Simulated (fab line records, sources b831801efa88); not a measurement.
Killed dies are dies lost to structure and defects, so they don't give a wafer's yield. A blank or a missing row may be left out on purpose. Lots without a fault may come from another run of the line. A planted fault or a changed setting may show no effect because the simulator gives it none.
A struck lot beside a sound one | flow sky130 | 19 steps out of a route of 708
Sound: wafers L205.1, L205.2, L205.3. Struck: wafers L215.1, L215.5, L215.6. The cause comes at the end.
At each step with rows: each side's tool, then ch and its chambers, then its first start. Under that, the readings that differ: sound wafers | struck wafers | difference of the means | sigmas: that difference in standard deviations of wafers without a fault.
alike: readings whose means differ by less than 2 such deviations, and words and numbers that are the same on both sides. not compared: withheld readings, readings that some wafer has no value for, bounds like >300 that may hide the same value, and numbers for which the record gives no deviation and whose values overlap.
The two part at a step that has a row with sigmas, a row that says differs or no value, or rows on one side only. Numbers that don't overlap but have no deviation are shown without sigmas and don't part them. A reading that every wafer of one side lacks parts them only if that side has two wafers or more.

first, 6 steps without rows for these wafers: SKY_VT_ADJUST_PCH_HMDS_01 (prime time 60 s); SKY_VT_ADJUST_PCH_COAT_02 (resist thk 3000 nm); SKY_VT_ADJUST_PCH_SOFTBAKE_03; SKY_VT_ADJUST_PCH_EXPOSE_04 (exposes mask NWM, target cd 840 nm); SKY_VT_ADJUST_PCH_PEB_05; SKY_VT_ADJUST_PCH_DEVELOP_06 (develop time 60 s).
SKY_VT_ADJUST_PCH_OVL_MEAS_07:
  sound on overlay-02, day 10 15:45; struck on overlay-02, day 13 20:32
  alike: VT_ADJUST_PCH_OVL
then, 1 step without rows for these wafers: SKY_VT_ADJUST_PCH_IMPLANT_08.
SKY_VT_ADJUST_PCH_STRIP_09: strips in O2/N2.
  sound on plasma_asher-03 ch 0,1, day 10 15:56; struck on plasma_asher-03 ch 0,1, day 13 20:43
  alike: drypump_motor_current_A, oes_product_au, strip_time_to_endpoint_s
  not compared: rf_hours_counter_h
SKY_VT_ADJUST_PCH_TW_MEAS_10:
  sound on film_metro-03, day 10 16:02; struck on film_metro-04, day 13 20:49
  reading          | sound             | struck            | difference | sigmas
  VT_ADJUST_PCH_TW | 139.7 138.5 138.5 | 142.3 143.3 142.9 | +3.9       | +4
then, 2 steps without rows for these wafers: SKY_SONOS_TUNNEL_DEHYDRATE_00 (time 60 s); SKY_SONOS_TUNNEL_HMDS_01 (prime time 60 s).
SKY_SONOS_TUNNEL_COAT_02: resist thk 1140 nm.
  sound on litho_track-03 ch 0, day 11 02:56; struck on litho_track-04 ch 0, day 14 09:12
  reading                                           | sound          | struck         | difference | sigmas
  model.NOVOLAK_of_SONOS_TUNNEL_COAT_02.thk_nm (nm) | 1143 1142 1145 | 1102 1101 1102 | -42        |
SKY_SONOS_TUNNEL_SOFTBAKE_03: time 61.83 s.
  sound on litho_track-03 ch 0, day 11 03:05; struck on litho_track-04 ch 0, day 14 09:21
  alike: plate_sensor_t_centre_C, plate_sensor_t_edge_C
then, 2 steps without rows for these wafers: SKY_SONOS_TUNNEL_EXPOSE_04 (exposes mask TUNM, target cd 410 nm); SKY_SONOS_TUNNEL_PEB_05.
SKY_SONOS_TUNNEL_DEVELOP_06: develop time 60 s.
  sound on litho_track-02 ch 0, day 11 14:56; struck on litho_track-04 ch 0, day 14 22:39
  reading                                           | sound          | struck         | difference | sigmas
  model.NOVOLAK_of_SONOS_TUNNEL_COAT_02.thk_nm (nm) | 1142 1141 1144 | 1101 1100 1101 | -42        |
SKY_SONOS_TUNNEL_CD_MEAS_07: target cd 410 nm.
  sound on cd_sem-01, day 11 15:05; struck on cd_sem-02, day 14 22:48
  alike: cd_nm
SKY_PAD_OPEN_PROBE_99:
  the record has rows for the sound wafers here (prober-01, day 45 18:32) and none for the struck ones

WHERE THEY PART
First at SKY_VT_ADJUST_PCH_TW_MEAS_10; last, within this record, at SKY_PAD_OPEN_PROBE_99.

WHY: what the simulator had put in
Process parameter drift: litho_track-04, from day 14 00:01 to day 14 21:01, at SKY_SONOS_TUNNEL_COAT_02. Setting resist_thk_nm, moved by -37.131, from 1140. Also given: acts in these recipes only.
